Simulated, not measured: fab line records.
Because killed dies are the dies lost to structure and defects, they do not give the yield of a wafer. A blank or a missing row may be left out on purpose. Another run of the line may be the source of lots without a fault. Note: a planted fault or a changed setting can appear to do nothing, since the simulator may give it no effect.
Which tool was responsible? ; flow gf180mcu ; 12 lots, 36 wafers sampled, at 2 steps of a route of 602

== WHAT THE GAUGES READ, wafer by wafer ==
GF_M2_RS_MEAS_05: measures by four-point-probe.
lot;measured;on;M2_ALCU_RS (ohm/sq)
L075;day 19 11:53;film-metro-03;0.0703 0.0702 0.0702
L077;day 20 00:04;film-metro-03;0.0684 0.0685 0.0688
L079;day 21 01:46;film-metro-03;0.0690 0.0697 0.0708
L082;day 21 21:40;film-metro-04;0.0693 0.0709 0.0697
L083;day 22 06:52;film-metro-03;0.0686 0.0691 0.0694
L085;day 22 19:14;film-metro-04;0.0705 0.0700 0.0710
L087;day 23 12:12;film-metro-03;0.0705 0.0715 0.0696
L089;day 24 13:44;film-metro-03;0.0681 0.0685 0.0681
L091;day 25 00:34;film-metro-04;0.0680 0.0685 0.0687
L093;day 25 15:22;film-metro-03;0.0711 0.0713 0.0706
L095;day 26 09:21;film-metro-04;0.0720 0.0711 0.0718
L097;day 26 20:41;film-metro-02;0.0692 0.0690 0.0691

== WHICH TOOL RAN EACH LOT (tool, then ch and the chambers of the sampled wafers, then the start) ==
lot;GF_M2_SPUTTER_00
L075;pvd-sputter-03, day 19 11:39
L077;pvd-sputter-02, day 19 23:50
L079;pvd-sputter-02, day 21 01:32
L082;pvd-sputter-02, day 21 21:26
L083;pvd-sputter-04, day 22 06:39
L085;pvd-sputter-03, day 22 19:01
L087;pvd-sputter-02, day 23 11:58
L089;pvd-sputter-04, day 24 13:31
L091;pvd-sputter-03, day 25 00:21
L093;pvd-sputter-03, day 25 15:07
L095;pvd-sputter-02, day 26 09:07
L097;pvd-sputter-03, day 26 20:24
- GF_M2_SPUTTER_00: material Ti, target thk 37.5 nm, time 150 s.

== THE ANSWER, worked out from the rows above alone ==
Rule: the usual values come from the lots themselves. Put in order of their means at a reading, lots are off if they are a third of the lots or fewer, leave a main group of 4 or more, and stand apart from it by a gap of 3 or more times the standard deviation of the main group's means; of several such gaps the widest counts. A main group is skipped when, at the precision printed for the reading in the tables above, its means are all equal. A lot without any number at a reading at which 4 lots or more have one is off too. All remaining lots with rows at the step are treated as sound.
None of the lots is off at any reading shown; this tells nothing.

== WHAT THE SIMULATOR HAD INSERTED ==
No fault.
